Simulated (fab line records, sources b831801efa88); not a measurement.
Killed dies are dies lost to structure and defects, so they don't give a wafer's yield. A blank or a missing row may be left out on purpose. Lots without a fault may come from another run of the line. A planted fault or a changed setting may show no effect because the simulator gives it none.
Problem report in the 8D (eight disciplines) form, filled by code | flow gf180mcu | the parts of the form that need people (team, actions taken, sign-off) are left out

1. THE PROBLEM
cd_nm at GF_HV_LDD_CD_MEAS_31 reads a mean of 424.2 nm on 6 wafers of 2 lots; wafers without a fault read 399.8 nm with a standard deviation of 2.1. That is +12 standard deviations from the usual mean.
The step: target cd 400 nm.
First seen on wafer L448.3, day 14 23:56, on cd_sem-01. The record holds 36 wafers of 12 lots with a number at this step. Rule for "out", or "out of limits": more than 4 standard deviations from the usual mean. The other wafers with a number count as sound.

2. WHAT IT IS AND WHAT IT IS NOT
question                    | is                     | is not
which readings at this step | cd_nm                  | -
which lots                  | L448, L451             | L437, L438, L439, L440, L441, L442, L443, L444, L455, L457
which wafers of those lots  | all that have a number | -
read on which gauges        | cd_sem-01              | cd_sem-02
when                        | from day 14 23:56      | up to then (24 sound wafers); but 6 sound wafers of L455, L457 came after

3. SUSPECTS, AND WHAT RULES EACH OUT
Counting: a tool at a process step up to the reading stays a suspect if it ran every lot that is out and no sound lot after the first of them.
- the gauge at GF_HV_LDD_CD_MEAS_31: ruled out. All the wafers that are out were read on cd_sem-01, but those of them that GF_HV_LDD_EXPOSE_28 has rows for are out there too, on other tools.
- iline_stepper-02 at GF_HV_LDD_EXPOSE_28 (exposes mask Nplus HV AREA, target cd 400 nm): kept. It ran every lot that is out, first L448 (day 14 13:50), and no sound lot after that; its last sound lot up to then is L440 (day 12 07:01). Its own readings are out on those wafers: exposure_dose_mJ_cm2.
Left after counting: iline_stepper-02 at GF_HV_LDD_EXPOSE_28.

4. THE CAUSE (what the simulator had put in)
Process parameter drift: iline_stepper-02, from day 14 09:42 on, at GF_HV_LDD_EXPOSE_28. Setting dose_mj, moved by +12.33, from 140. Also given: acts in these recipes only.
Counting left only this tool.

5. THE CHAIN OF EFFECTS, in route order
Each row: a reading whose mean over the struck wafers that have a number lies more than 3 standard deviations from the usual. Only readings for which the record gives a usual standard deviation are gone through. hours: the time from each lot's start at the first step in this table that gives one to its start at this step, as a median over the lots. sigmas: the change in usual standard deviations.
hours | step                 | reading              | usual    | on struck wafers | change | sigmas
0     | GF_HV_LDD_EXPOSE_28  | exposure_dose_mJ_cm2 | 140.00   | 152.40           | +12.40 | +99 or more
10    | GF_HV_LDD_CD_MEAS_31 | cd_nm                | 399.8 nm | 424.2            | +24.4  | +12
The process steps in it:
- GF_HV_LDD_EXPOSE_28: exposes mask Nplus HV AREA, target cd 400 nm.
Later measuring or inspecting steps at which every struck wafer that the step has a row for has a number for every such reading, and none has moved that far: GF_PSD_OVL_MEAS_08.

6. WHAT WOULD HAVE CAUGHT IT SOONER
In this record the first reading out of limits at a measuring or inspecting step was taken at day 14 23:56, 14 hours after the fault began at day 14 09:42.
The tool's own readings at GF_HV_LDD_EXPOSE_28 were out on every struck wafer that the step has a row for (exposure_dose_mJ_cm2): an alarm limit on them would have fired on the first of those.
Of the lots that are out (2), L451 began GF_HV_LDD_EXPOSE_28 on iline_stepper-02 after day 14 23:56. A hold on the tool at that time would have spared it.
